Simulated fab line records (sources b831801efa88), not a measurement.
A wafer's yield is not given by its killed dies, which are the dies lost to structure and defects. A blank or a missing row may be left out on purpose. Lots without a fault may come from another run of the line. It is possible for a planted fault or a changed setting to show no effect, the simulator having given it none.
A single fault, viewed from 2 desks ; flow sky130 ; numbers are kept per desk, each desk with only its own; the story behind them comes last

FOR THE TOOL OWNER'S DESK: rie_diel-02
The tool's own readings at SKY_LI_CONTACT_ETCH_15 (etches PSG in C4F8/O2/Ar, stops on Si, target depth 600 nm): means of the sampled wafers that have a number, for each lot that ran on this tool. If a lot's mean is further than 4 standard deviations from the usual mean, the lot is out of limits and carries the mark OUT (the distance appears in the brackets).
Columns: A = oes_product_au at SKY_LI_CONTACT_ETCH_15, usual 0.837 a.u.
lot;first seen here;A
L398;day 30 06:07;0.842
L401;day 31 11:40;0.837
L403;day 32 00:19;0.838
L404;day 32 08:53;0.839
L412;day 34 20:34;0.820
This desk found nothing out of limits on any of the 5 lots.

METROLOGY DESK
What the gauges read for every lot (on any tool): the sampled wafers with a number, averaged. If a lot's mean is further than 4 standard deviations from the usual mean, the lot is out of limits and carries the mark OUT (the distance appears in the brackets).
Columns: A = SD_N_TW at SKY_SD_N_TW_MEAS_12, usual 3984; B = RES_XHIGH_RS at SKY_SD_N_RS_MEAS_18, usual 335.5 ohm/sq
lot;first seen here;A;B
L397;day 28 17:35;3959;336.6
L398;day 28 23:56;3996;334.8
L399;day 29 11:44;4024;335.1
L401;day 30 05:50;4022;336.1
L403;day 30 18:56;3968;336.0
L404;day 31 03:49;4011;336.2
L408;day 32 15:43;3973;336.1
L410;day 33 07:13;4021;335.0
L412;day 33 15:07;3971;335.9
L413;day 33 20:56;3985;332.4
L419;day 35 21:10;3952;336.7
L420;day 36 05:20;4061;335.5
This desk found nothing out of limits on any of the 12 lots.

TAKEN TOGETHER
The tool owner's desk saw nothing out of limits.
At the metrology desk, nothing out of limits was observed.

WHAT WAS PUT IN BY THE SIMULATOR
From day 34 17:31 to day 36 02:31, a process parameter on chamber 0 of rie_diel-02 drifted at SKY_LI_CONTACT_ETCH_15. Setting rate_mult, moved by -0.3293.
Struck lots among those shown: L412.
